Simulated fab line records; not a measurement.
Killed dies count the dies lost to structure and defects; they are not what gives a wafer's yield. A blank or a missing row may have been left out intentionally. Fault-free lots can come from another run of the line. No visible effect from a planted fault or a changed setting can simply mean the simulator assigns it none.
Which of the tools did it? | flow sfq-line | Sampling: 14 lots, 42 wafers, 3 of 325 route steps

== WHAT THE GAUGES READ, wafer by wafer ==
SFQ_L0_RS_MEAS_901: the measuring method here is four-point-probe. Usual: for L0_MONX_KI_RS the level is 43.4 ohm/sq and the standard deviation is 0.37.
lot  | measured    | on            | L0_MONX_KI_RS (ohm/sq) | flag
L877 | day 1 22:36 | film-metro-04 | 43.1 43.2 43.0         |
L879 | day 2 08:35 | film-metro-02 | 43.9 43.7 43.8         |
L881 | day 2 18:36 | film-metro-02 | 43.8 43.4 43.4         |
L882 | day 2 23:34 | film-metro-01 | 42.8 43.4 43.9         |
L883 | day 3 04:34 | film-metro-02 | 42.9 42.9 43.4         |
L884 | day 3 09:34 | film-metro-01 | 42.9 43.7 43.4         |
L887 | day 4 00:35 | film-metro-04 | 43.4 43.6 43.6         |
L888 | day 4 05:34 | film-metro-04 | 43.9 44.1 44.1         |
L889 | day 4 10:34 | film-metro-01 | 43.4 43.5 43.3         |
L890 | day 4 15:36 | film-metro-02 | 43.5 43.1 43.4         |
L894 | day 5 11:35 | film-metro-02 | 26.4 26.6 26.8         | OFF
L895 | day 5 16:35 | film-metro-04 | 43.9 44.5 43.7         |
L897 | day 6 02:34 | film-metro-04 | 43.4 43.7 44.1         |
L898 | day 6 07:35 | film-metro-04 | 26.4 26.5 26.4         | OFF

SFQ_L0_THK_MEAS_902: measures by xrf. Usual: for L0_MONX_KI_THK the level is 40.8 nm and the standard deviation is 0.39.
lot  | measured    | on            | L0_MONX_KI_THK (nm) | flag
L877 | day 1 22:42 | film-metro-04 | 41.0 40.7 41.1      |
L879 | day 2 08:41 | film-metro-02 | 40.5 40.6 40.4      |
L881 | day 2 18:42 | film-metro-02 | 40.6 40.9 40.8      |
L882 | day 2 23:41 | film-metro-01 | 41.3 40.4 40.0      |
L883 | day 3 04:41 | film-metro-02 | 41.3 41.2 40.8      |
L884 | day 3 09:41 | film-metro-01 | 41.2 40.5 40.8      |
L887 | day 4 00:41 | film-metro-04 | 40.7 40.5 40.5      |
L888 | day 4 05:41 | film-metro-04 | 40.3 40.0 40.0      |
L889 | day 4 10:41 | film-metro-01 | 40.5 41.2 40.8      |
L890 | day 4 15:42 | film-metro-02 | 40.6 41.0 40.7      |
L894 | day 5 11:41 | film-metro-02 | 67.1 66.3 66.5      | OFF
L895 | day 5 16:41 | film-metro-04 | 40.2 39.6 40.4      |
L897 | day 6 02:41 | film-metro-04 | 40.8 40.6 40.4      |
L898 | day 6 07:41 | film-metro-04 | 67.2 67.3 67.4      | OFF

== WHICH TOOL RAN EACH LOT (tool, then ch and the chambers of the sampled wafers, then the start) ==
lot  | SFQ_TRILAYER_L0_DEP_SPUTTER_003
L877 | pvd-sputter-03, day 1 22:29
L879 | pvd-sputter-05, day 2 08:29
L881 | pvd-sputter-03, day 2 18:29
L882 | pvd-sputter-03, day 2 23:29
L883 | pvd-sputter-05, day 3 04:29
L884 | pvd-sputter-03, day 3 09:29
L887 | pvd-sputter-05, day 4 00:29
L888 | pvd-sputter-03, day 4 05:29
L889 | pvd-sputter-06, day 4 10:29
L890 | pvd-sputter-03, day 4 15:29
L894 | pvd-sputter-05, day 5 11:29
L895 | pvd-sputter-06, day 5 16:29
L897 | pvd-sputter-03, day 6 02:29
L898 | pvd-sputter-05, day 6 07:29
- SFQ_TRILAYER_L0_DEP_SPUTTER_003: material MoNx KI, target thk 40 nm, time 100 s.

== WHAT THE TOOLS THEMSELVES READ (means of the sampled wafers that have a number; where no wafer has one, the mark that the record gives instead) ==
SFQ_TRILAYER_L0_DEP_SPUTTER_003. Usual: cathode-dc-power-W 800.01 W, standard deviation 0.15; throttle-valve-pct 30.0 %, standard deviation 1.6.
lot  | tool           | cathode-dc-power-W (W) | throttle-valve-pct (%) | flag
L877 | pvd-sputter-03 | 800.17                 | 28.1                   |
L879 | pvd-sputter-05 | 800.16                 | 29.7                   |
L881 | pvd-sputter-03 | 800.07                 | 30.2                   |
L882 | pvd-sputter-03 | 799.97                 | 30.9                   |
L883 | pvd-sputter-05 | 800.00                 | 30.4                   |
L884 | pvd-sputter-03 | 800.06                 | 30.3                   |
L887 | pvd-sputter-05 | 800.05                 | 29.8                   |
L888 | pvd-sputter-03 | 799.89                 | 30.3                   |
L889 | pvd-sputter-06 | 800.02                 | 28.8                   |
L890 | pvd-sputter-03 | 799.82                 | 31.8                   |
L894 | pvd-sputter-05 | 800.07                 | 30.4                   |
L895 | pvd-sputter-06 | 800.03                 | 29.6                   |
L897 | pvd-sputter-03 | 800.03                 | 30.9                   |
L898 | pvd-sputter-05 | 800.00                 | 29.7                   |

== THE ANSWER, worked out from the rows above alone ==
Rule: a lot counts as off when the mean over its wafers that have a number is more than 3 standard deviations away from the usual mean. Also off: a lot with no number at a reading for which 4 or more lots have one. The other lots that the step has rows for count as sound. First the gauges in route order, then the tools' own readings, where a lot's mean is used as printed above. At the first step where some lot is off, the reading lying furthest off is the one used; lots without a number count as furthest.
Off: L894, L898, at SFQ_L0_RS_MEAS_901 (L0_MONX_KI_RS).
If a tool, at a process step before that reading, ran all the lots that are off and no sound lot after the first of them, it fits. The gauges at SFQ_L0_RS_MEAS_901 are tried like those tools. One fits: pvd-sputter-05 at SFQ_TRILAYER_L0_DEP_SPUTTER_003. A fault onset in the window from L887 (day 4 00:29, its last sound lot) to L894 (day 5 11:29, its first lot off) fits.

== WHAT WAS PUT IN BY THE SIMULATOR ==
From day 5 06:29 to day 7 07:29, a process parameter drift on pvd-sputter-05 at SFQ_TRILAYER_L0_DEP_SPUTTER_003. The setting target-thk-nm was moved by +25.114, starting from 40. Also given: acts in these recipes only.
Shown lots that were struck: L894, L898. The rule above reached the same finding.
